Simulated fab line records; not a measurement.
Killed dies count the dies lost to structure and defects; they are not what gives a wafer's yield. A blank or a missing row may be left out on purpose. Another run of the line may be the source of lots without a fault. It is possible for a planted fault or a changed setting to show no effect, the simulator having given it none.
Which tool is to blame? || flow sky130 || 33 wafers from 11 lots sampled at 6 of the route's 708 steps

== WHAT THE GAUGES READ, wafer by wafer ==
SKY_METAL1_RS_MEAS_05: measurement is done with a four-point probe. Usual: METAL1_ALCU_RS typically reads 0.1260 ohm/sq, with standard deviation 0.0013.
{"lot": "L168", "measured": "day 31 17:08", "on": "film-metro-01", "METAL1_ALCU_RS (ohm/sq)": "0.1267 0.1265 0.1275", "flag": ""}
{"lot": "L169", "measured": "day 32 03:11", "on": "film-metro-04", "METAL1_ALCU_RS (ohm/sq)": "0.1258 0.1267 0.1272", "flag": ""}
{"lot": "L171", "measured": "day 32 22:31", "on": "film-metro-01", "METAL1_ALCU_RS (ohm/sq)": "0.1258 0.1265 0.1267", "flag": ""}
{"lot": "L173", "measured": "day 32 22:34", "on": "film-metro-03", "METAL1_ALCU_RS (ohm/sq)": "0.1274 0.1263 0.1255", "flag": ""}
{"lot": "L179", "measured": "day 35 06:51", "on": "film-metro-04", "METAL1_ALCU_RS (ohm/sq)": "0.1250 0.1248 0.1255", "flag": ""}
{"lot": "L180", "measured": "day 35 14:43", "on": "film-metro-04", "METAL1_ALCU_RS (ohm/sq)": "0.1259 0.1265 0.1256", "flag": ""}
{"lot": "L181", "measured": "day 35 18:46", "on": "film-metro-04", "METAL1_ALCU_RS (ohm/sq)": "0.1254 0.1267 0.1294", "flag": ""}
{"lot": "L182", "measured": "day 36 05:44", "on": "film-metro-03", "METAL1_ALCU_RS (ohm/sq)": "0.1246 0.1242 0.1228", "flag": ""}
{"lot": "L184", "measured": "day 36 12:40", "on": "film-metro-04", "METAL1_ALCU_RS (ohm/sq)": "0.1261 0.1266 0.1243", "flag": ""}
{"lot": "L189", "measured": "day 38 09:29", "on": "film-metro-03", "METAL1_ALCU_RS (ohm/sq)": "0.1266 0.1268 0.1260", "flag": ""}
{"lot": "L190", "measured": "day 38 12:06", "on": "film-metro-04", "METAL1_ALCU_RS (ohm/sq)": "0.1238 0.1236 0.1228", "flag": ""}

SKY_VIA1_OVL_MEAS_13. Usual: VIA1_OVL typically reads -1 nm, with standard deviation 4.
{"lot": "L168", "measured": "day 33 23:57", "on": "overlay-02", "VIA1_OVL (nm)": "7 4 11", "flag": ""}
{"lot": "L169", "measured": "day 34 09:13", "on": "overlay-01", "VIA1_OVL (nm)": "-4 6 -1", "flag": ""}
{"lot": "L171", "measured": "day 35 03:35", "on": "overlay-02", "VIA1_OVL (nm)": "-2 -5 -3", "flag": ""}
{"lot": "L173", "measured": "day 35 04:12", "on": "overlay-01", "VIA1_OVL (nm)": "0 -6 2", "flag": ""}
{"lot": "L179", "measured": "day 37 12:33", "on": "overlay-02", "VIA1_OVL (nm)": "-6 -6 -6", "flag": ""}
{"lot": "L180", "measured": "day 37 19:38", "on": "overlay-02", "VIA1_OVL (nm)": "1 -2 -4", "flag": ""}
{"lot": "L181", "measured": "day 38 00:28", "on": "overlay-02", "VIA1_OVL (nm)": "0 1 -1", "flag": ""}
{"lot": "L182", "measured": "day 38 12:03", "on": "overlay-01", "VIA1_OVL (nm)": "0 1 6", "flag": ""}
{"lot": "L184", "measured": "day 38 18:25", "on": "overlay-01", "VIA1_OVL (nm)": "-8 -5 -9", "flag": ""}
{"lot": "L189", "measured": "day 40 13:27", "on": "overlay-01", "VIA1_OVL (nm)": "-7 0 -4", "flag": ""}
{"lot": "L190", "measured": "day 40 15:42", "on": "overlay-02", "VIA1_OVL (nm)": "0 5 -5", "flag": ""}

SKY_VIA1_RS_MEAS_22: measurement is done with a four-point probe. Usual: VIA1_W_RS typically reads 0.427 ohm/sq, with standard deviation 0.0045.
{"lot": "L168", "measured": "day 34 00:52", "on": "film-metro-01", "VIA1_W_RS (ohm/sq)": "0.428 0.431 0.431", "flag": ""}
{"lot": "L169", "measured": "day 34 10:07", "on": "film-metro-02", "VIA1_W_RS (ohm/sq)": "0.419 0.427 0.420", "flag": ""}
{"lot": "L171", "measured": "day 35 04:30", "on": "film-metro-01", "VIA1_W_RS (ohm/sq)": "0.427 0.421 0.424", "flag": ""}
{"lot": "L173", "measured": "day 35 05:07", "on": "film-metro-03", "VIA1_W_RS (ohm/sq)": "0.433 0.431 0.438", "flag": ""}
{"lot": "L179", "measured": "day 37 13:26", "on": "film-metro-01", "VIA1_W_RS (ohm/sq)": "0.425 0.425 0.426", "flag": ""}
{"lot": "L180", "measured": "day 37 20:38", "on": "film-metro-01", "VIA1_W_RS (ohm/sq)": "0.394 0.388 0.392", "flag": "OFF"}
{"lot": "L181", "measured": "day 38 01:26", "on": "film-metro-03", "VIA1_W_RS (ohm/sq)": "0.396 0.394 0.396", "flag": "OFF"}
{"lot": "L182", "measured": "day 38 12:56", "on": "film-metro-03", "VIA1_W_RS (ohm/sq)": "0.400 0.401 0.397", "flag": "OFF"}
{"lot": "L184", "measured": "day 38 19:17", "on": "film-metro-02", "VIA1_W_RS (ohm/sq)": "0.429 0.427 0.429", "flag": ""}
{"lot": "L189", "measured": "day 40 14:19", "on": "film-metro-02", "VIA1_W_RS (ohm/sq)": "0.419 0.419 0.428", "flag": ""}
{"lot": "L190", "measured": "day 40 16:34", "on": "film-metro-02", "VIA1_W_RS (ohm/sq)": "0.431 0.431 0.426", "flag": ""}

SKY_VIA1_THK_MEAS_23: measures by xrf. Usual: VIA1_W_THK typically reads 274 nm, with standard deviation 3.4.
{"lot": "L168", "measured": "day 34 00:59", "on": "film-metro-01", "VIA1_W_THK (nm)": "273 271 273", "flag": ""}
{"lot": "L169", "measured": "day 34 10:13", "on": "film-metro-02", "VIA1_W_THK (nm)": "281 278 280", "flag": ""}
{"lot": "L171", "measured": "day 35 04:37", "on": "film-metro-01", "VIA1_W_THK (nm)": "273 278 273", "flag": ""}
{"lot": "L173", "measured": "day 35 05:14", "on": "film-metro-03", "VIA1_W_THK (nm)": "270 272 266", "flag": ""}
{"lot": "L179", "measured": "day 37 13:33", "on": "film-metro-01", "VIA1_W_THK (nm)": "276 277 277", "flag": ""}
{"lot": "L180", "measured": "day 37 20:44", "on": "film-metro-01", "VIA1_W_THK (nm)": "299 305 300", "flag": "OFF"}
{"lot": "L181", "measured": "day 38 01:33", "on": "film-metro-03", "VIA1_W_THK (nm)": "293 295 292", "flag": "OFF"}
{"lot": "L182", "measured": "day 38 13:03", "on": "film-metro-03", "VIA1_W_THK (nm)": "291 291 294", "flag": "OFF"}
{"lot": "L184", "measured": "day 38 19:25", "on": "film-metro-02", "VIA1_W_THK (nm)": "270 272 272", "flag": ""}
{"lot": "L189", "measured": "day 40 14:26", "on": "film-metro-02", "VIA1_W_THK (nm)": "281 280 274", "flag": ""}
{"lot": "L190", "measured": "day 40 16:41", "on": "film-metro-02", "VIA1_W_THK (nm)": "272 273 277", "flag": ""}

== TOOL THAT RAN EACH LOT (tool first, then ch and the chambers of the sampled wafers, then the start) ==
{"lot": "L168", "SKY_METAL1_SPUTTER_03": "pvd-sputter-03, day 31 17:02", "SKY_VIA1_CVD_21": "cvd-w-02 ch 0,1, day 34 00:46"}
{"lot": "L169", "SKY_METAL1_SPUTTER_03": "pvd-sputter-01, day 32 03:05", "SKY_VIA1_CVD_21": "cvd-w-01 ch 0,1, day 34 10:01"}
{"lot": "L171", "SKY_METAL1_SPUTTER_03": "pvd-sputter-04, day 32 22:26", "SKY_VIA1_CVD_21": "cvd-w-01 ch 0,1, day 35 04:23"}
{"lot": "L173", "SKY_METAL1_SPUTTER_03": "pvd-sputter-01, day 32 22:29", "SKY_VIA1_CVD_21": "cvd-w-02 ch 0,1, day 35 05:01"}
{"lot": "L179", "SKY_METAL1_SPUTTER_03": "pvd-sputter-01, day 35 06:46", "SKY_VIA1_CVD_21": "cvd-w-02 ch 0,1, day 37 13:19"}
{"lot": "L180", "SKY_METAL1_SPUTTER_03": "pvd-sputter-04, day 35 14:37", "SKY_VIA1_CVD_21": "cvd-w-02 ch 1, day 37 20:28"}
{"lot": "L181", "SKY_METAL1_SPUTTER_03": "pvd-sputter-01, day 35 18:41", "SKY_VIA1_CVD_21": "cvd-w-02 ch 1, day 38 01:15"}
{"lot": "L182", "SKY_METAL1_SPUTTER_03": "pvd-sputter-01, day 36 05:40", "SKY_VIA1_CVD_21": "cvd-w-02 ch 0,1, day 38 12:50"}
{"lot": "L184", "SKY_METAL1_SPUTTER_03": "pvd-sputter-03, day 36 12:37", "SKY_VIA1_CVD_21": "cvd-w-01 ch 0,1, day 38 19:12"}
{"lot": "L189", "SKY_METAL1_SPUTTER_03": "pvd-sputter-03, day 38 09:26", "SKY_VIA1_CVD_21": "cvd-w-01 ch 0,1, day 40 14:14"}
{"lot": "L190", "SKY_METAL1_SPUTTER_03": "pvd-sputter-03, day 38 12:02", "SKY_VIA1_CVD_21": "cvd-w-01 ch 0,1, day 40 16:29"}
- SKY_METAL1_SPUTTER_03: material Ti, target thk 5 nm, time 3.3 s.
- SKY_VIA1_CVD_21: deposits W, target thk 270 nm, time 80.902 s.

== WHAT THE TOOLS THEMSELVES READ (means of the sampled wafers that have a number; where no wafer has one, the mark that the record gives instead) ==
SKY_METAL1_SPUTTER_03. Usual: 30.0 % for throttle-valve-pct, sd 0.96.
{"lot": "L168", "tool": "pvd-sputter-03", "throttle-valve-pct (%)": 29.8, "flag": ""}
{"lot": "L169", "tool": "pvd-sputter-01", "throttle-valve-pct (%)": 29.3, "flag": ""}
{"lot": "L171", "tool": "pvd-sputter-04", "throttle-valve-pct (%)": 30.8, "flag": ""}
{"lot": "L173", "tool": "pvd-sputter-01", "throttle-valve-pct (%)": 30.3, "flag": ""}
{"lot": "L179", "tool": "pvd-sputter-01", "throttle-valve-pct (%)": 29.5, "flag": ""}
{"lot": "L180", "tool": "pvd-sputter-04", "throttle-valve-pct (%)": 30.3, "flag": ""}
{"lot": "L181", "tool": "pvd-sputter-01", "throttle-valve-pct (%)": 29.5, "flag": ""}
{"lot": "L182", "tool": "pvd-sputter-01", "throttle-valve-pct (%)": 29.8, "flag": ""}
{"lot": "L184", "tool": "pvd-sputter-03", "throttle-valve-pct (%)": 29.8, "flag": ""}
{"lot": "L189", "tool": "pvd-sputter-03", "throttle-valve-pct (%)": 29.9, "flag": ""}
{"lot": "L190", "tool": "pvd-sputter-03", "throttle-valve-pct (%)": 30.3, "flag": ""}

SKY_VIA1_CVD_21. Usual: chamber-pressure-Torr 40.00 Torr, standard deviation 0.092; heater-power-outer-w 498 W, standard deviation 31; heater-power-w 799 W, standard deviation 36.
{"lot": "L168", "tool": "cvd-w-02", "chamber-pressure-Torr (Torr)": 39.98, "heater-power-outer-w (W)": 519, "heater-power-w (W)": 813, "flag": ""}
{"lot": "L169", "tool": "cvd-w-01", "chamber-pressure-Torr (Torr)": 39.95, "heater-power-outer-w (W)": 496, "heater-power-w (W)": 807, "flag": ""}
{"lot": "L171", "tool": "cvd-w-01", "chamber-pressure-Torr (Torr)": 40.01, "heater-power-outer-w (W)": 466, "heater-power-w (W)": 776, "flag": ""}
{"lot": "L173", "tool": "cvd-w-02", "chamber-pressure-Torr (Torr)": 39.84, "heater-power-outer-w (W)": 516, "heater-power-w (W)": 808, "flag": ""}
{"lot": "L179", "tool": "cvd-w-02", "chamber-pressure-Torr (Torr)": 40.01, "heater-power-outer-w (W)": 525, "heater-power-w (W)": 804, "flag": ""}
{"lot": "L180", "tool": "cvd-w-02", "chamber-pressure-Torr (Torr)": 46.24, "heater-power-outer-w (W)": 506, "heater-power-w (W)": 830, "flag": "OFF"}
{"lot": "L181", "tool": "cvd-w-02", "chamber-pressure-Torr (Torr)": 46.25, "heater-power-outer-w (W)": 508, "heater-power-w (W)": 831, "flag": "OFF"}
{"lot": "L182", "tool": "cvd-w-02", "chamber-pressure-Torr (Torr)": 46.33, "heater-power-outer-w (W)": 514, "heater-power-w (W)": 817, "flag": "OFF"}
{"lot": "L184", "tool": "cvd-w-01", "chamber-pressure-Torr (Torr)": 40.10, "heater-power-outer-w (W)": 472, "heater-power-w (W)": 783, "flag": ""}
{"lot": "L189", "tool": "cvd-w-01", "chamber-pressure-Torr (Torr)": 40.05, "heater-power-outer-w (W)": 497, "heater-power-w (W)": 799, "flag": ""}
{"lot": "L190", "tool": "cvd-w-01", "chamber-pressure-Torr (Torr)": 39.96, "heater-power-outer-w (W)": 476, "heater-power-w (W)": 786, "flag": ""}

== THE ANSWER, worked out from the rows above alone ==
Rule: lot off if the mean of its wafers having a number is beyond 3 standard deviations from the usual mean. A lot without any number at a reading at which 4 lots or more have one is off too. Where the step has rows for the other lots, those lots are counted as sound. Order of review: gauges by route order, followed by the tools' own readings, for which a lot's mean as printed above is used. The first step at which some lot is off is used, and at that step the reading that is off furthest; a lot without a number counts as furthest.
Off: L180, L181, L182, at SKY_VIA1_RS_MEAS_22 (VIA1_W_RS).
A tool fits if, at a process step before that reading, it ran every lot that is off, and no sound lot after the first of them. Not tried: the gauges at SKY_VIA1_RS_MEAS_22; whatever is off there is also off at SKY_VIA1_CVD_21, on other tools, and gauge error can't account for it. One fits: cvd-w-02 at SKY_VIA1_CVD_21. Its last sound lot is L179 (day 37 13:19), its first lot that is off L180 (day 37 20:28): a fault that began between those two fits.
The tool's own readings at SKY_VIA1_CVD_21 bear it out: on the lots that are off they differ by more than 5 times the standard deviation of the sound lots' means. chamber-pressure-Torr reads 46.27 Torr there against 39.99 Torr on the sound lots.

== WHAT THE SIMULATOR HAD PUT IN ==
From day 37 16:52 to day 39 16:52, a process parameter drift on cvd-w-02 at SKY_VIA1_CVD_21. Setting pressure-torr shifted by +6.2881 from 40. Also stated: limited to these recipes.
Struck lots among those shown: L180, L181, L182. This agrees with what the rule above found.
